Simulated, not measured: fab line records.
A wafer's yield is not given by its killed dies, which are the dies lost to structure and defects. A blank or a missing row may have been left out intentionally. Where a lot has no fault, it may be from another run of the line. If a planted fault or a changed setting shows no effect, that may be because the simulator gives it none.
Which tool is to blame? || flow gf180mcu || at 1 step of a route of 602, 24 lots with 72 wafers sampled

## WHAT THE GAUGES READ, wafer by wafer
GF_NWELL_TW_MEAS_11. Usual: NWELL_TW 1584, standard deviation 11.
{"lot": "L074", "measured": "day 3 16:44", "on": "film_metro-01", "NWELL_TW": "1578 1572 1573", "flag": ""}
{"lot": "L075", "measured": "day 3 17:11", "on": "film_metro-04", "NWELL_TW": "1602 1604 1595", "flag": ""}
{"lot": "L076", "measured": "day 3 22:52", "on": "film_metro-03", "NWELL_TW": "1594 1589 1594", "flag": ""}
{"lot": "L077", "measured": "day 4 07:18", "on": "film_metro-04", "NWELL_TW": "1588 1586 1590", "flag": ""}
{"lot": "L078", "measured": "day 4 08:58", "on": "film_metro-04", "NWELL_TW": "1594 1591 1587", "flag": ""}
{"lot": "L079", "measured": "day 4 15:30", "on": "film_metro-03", "NWELL_TW": "1587 1595 1594", "flag": ""}
{"lot": "L080", "measured": "day 4 19:36", "on": "film_metro-01", "NWELL_TW": "1567 1574 1568", "flag": ""}
{"lot": "L081", "measured": "day 5 01:03", "on": "film_metro-03", "NWELL_TW": "1588 1585 1589", "flag": ""}
{"lot": "L082", "measured": "day 5 04:58", "on": "film_metro-03", "NWELL_TW": "1576 1583 1586", "flag": ""}
{"lot": "L083", "measured": "day 5 11:52", "on": "film_metro-04", "NWELL_TW": "1575 1578 1586", "flag": ""}
{"lot": "L084", "measured": "day 5 16:19", "on": "film_metro-04", "NWELL_TW": "1582 1578 1580", "flag": ""}
{"lot": "L085", "measured": "day 5 21:10", "on": "film_metro-01", "NWELL_TW": "1562 1565 1575", "flag": ""}
{"lot": "L086", "measured": "day 6 02:16", "on": "film_metro-04", "NWELL_TW": "1586 1589 1596", "flag": ""}
{"lot": "L087", "measured": "day 6 09:00", "on": "film_metro-04", "NWELL_TW": "1589 1599 1595", "flag": ""}
{"lot": "L088", "measured": "day 6 14:10", "on": "film_metro-04", "NWELL_TW": "1601 1583 1598", "flag": ""}
{"lot": "L089", "measured": "day 6 17:55", "on": "film_metro-04", "NWELL_TW": "1595 1589 1595", "flag": ""}
{"lot": "L090", "measured": "day 7 00:56", "on": "film_metro-03", "NWELL_TW": "1596 1586 1595", "flag": ""}
{"lot": "L091", "measured": "day 7 06:30", "on": "film_metro-03", "NWELL_TW": "1591 1579 1585", "flag": ""}
{"lot": "L092", "measured": "day 7 12:53", "on": "film_metro-04", "NWELL_TW": "1583 1586 1582", "flag": ""}
{"lot": "L093", "measured": "day 7 16:28", "on": "film_metro-01", "NWELL_TW": "1562 1569 1554", "flag": ""}
{"lot": "L094", "measured": "day 7 23:06", "on": "film_metro-04", "NWELL_TW": "1585 1593 1595", "flag": ""}
{"lot": "L095", "measured": "day 8 03:34", "on": "film_metro-03", "NWELL_TW": "1591 1596 1597", "flag": ""}
{"lot": "L096", "measured": "day 8 10:13", "on": "film_metro-03", "NWELL_TW": "1585 1594 1590", "flag": ""}
{"lot": "L097", "measured": "day 8 16:38", "on": "film_metro-01", "NWELL_TW": "1556 1572 1569", "flag": ""}

## TOOL THAT RAN EACH LOT (tool first, then ch and the chambers of the sampled wafers, then the start)
Before these readings, the record contains no process step.

## AS READ BY THE TOOLS THEMSELVES (means over the sampled wafers that have a number; for cases with no such wafer, the mark the record gives instead)
The record holds no such reading with a usual standard deviation.

## THE ANSWER, worked out from the rows above alone
Rule: take the mean of a lot's wafers that have a number; if it is more than 3 standard deviations from the usual mean, the lot is off. A lot without any number at a reading at which 4 lots or more have one is off too. The other lots that the step has rows for count as sound. Order of review: gauges by route order, followed by the tools' own readings, for which a lot's mean as printed above is used. At the first step where some lot is off, the reading lying furthest off is the one used; lots without a number count as furthest.
Nothing can be told from this: no lot is off at any reading shown.

## WHAT THE SIMULATOR HAD PUT IN
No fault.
